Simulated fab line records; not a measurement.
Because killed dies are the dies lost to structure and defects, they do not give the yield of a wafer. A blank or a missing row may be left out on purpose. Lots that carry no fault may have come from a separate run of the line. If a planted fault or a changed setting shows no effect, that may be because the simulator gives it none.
Which tool is to blame?	flow gf180mcu	11 lots (33 wafers sampled), 1 step of a 602-step route

## WHAT THE GAUGES READ, wafer by wafer
GF_STI_BOW_MEAS_00. Usual: INCOMING_BOW 1 um, standard deviation 6.8.
lot	measured	on	INCOMING_BOW (um)	flag
L228	day 1 10:02	film-metro-03	10 -3 5	
L229	day 1 15:01	film-metro-04	6 -10 -4	
L230	day 1 20:04	film-metro-04	4 1 5	
L232	day 2 06:00	film-metro-03	6 4 2	
L235	day 2 21:01	film-metro-03	4 11 -5	
L239	day 3 17:01	film-metro-02	15 -7 -2	
L242	day 4 08:00	film-metro-03	7 -5 1	
L246	day 5 04:00	film-metro-03	-16 -7 -6	
L247	day 5 09:02	film-metro-04	3 7 13	
L248	day 5 14:01	film-metro-04	-4 3 5	
L251	day 6 05:00	film-metro-02	2 -2 1	

## WHICH TOOL RAN EACH LOT (tool, then ch and the chambers of the sampled wafers, then the start)
Before these readings, the record contains no process step.

## WHAT THE TOOLS THEMSELVES READ (means of the sampled wafers that have a number; where no wafer has one, the mark that the record gives instead)
The record holds no such reading with a usual standard deviation.

## THE ANSWER, worked out from the rows above alone
Rule: take the mean of a lot's wafers that have a number; if it is more than 3 standard deviations from the usual mean, the lot is off. A lot without any number at a reading at which 4 lots or more have one is off too. Where the step has rows for the other lots, those lots are counted as sound. After the gauges, taken in route order, come the tools' own readings; for these a lot's mean is taken, as printed above. At the first step where some lot is off, the reading lying furthest off is the one used; lots without a number count as furthest.
None of the lots is off at any reading shown; this tells nothing.

## WHAT THE SIMULATOR HAD PUT IN
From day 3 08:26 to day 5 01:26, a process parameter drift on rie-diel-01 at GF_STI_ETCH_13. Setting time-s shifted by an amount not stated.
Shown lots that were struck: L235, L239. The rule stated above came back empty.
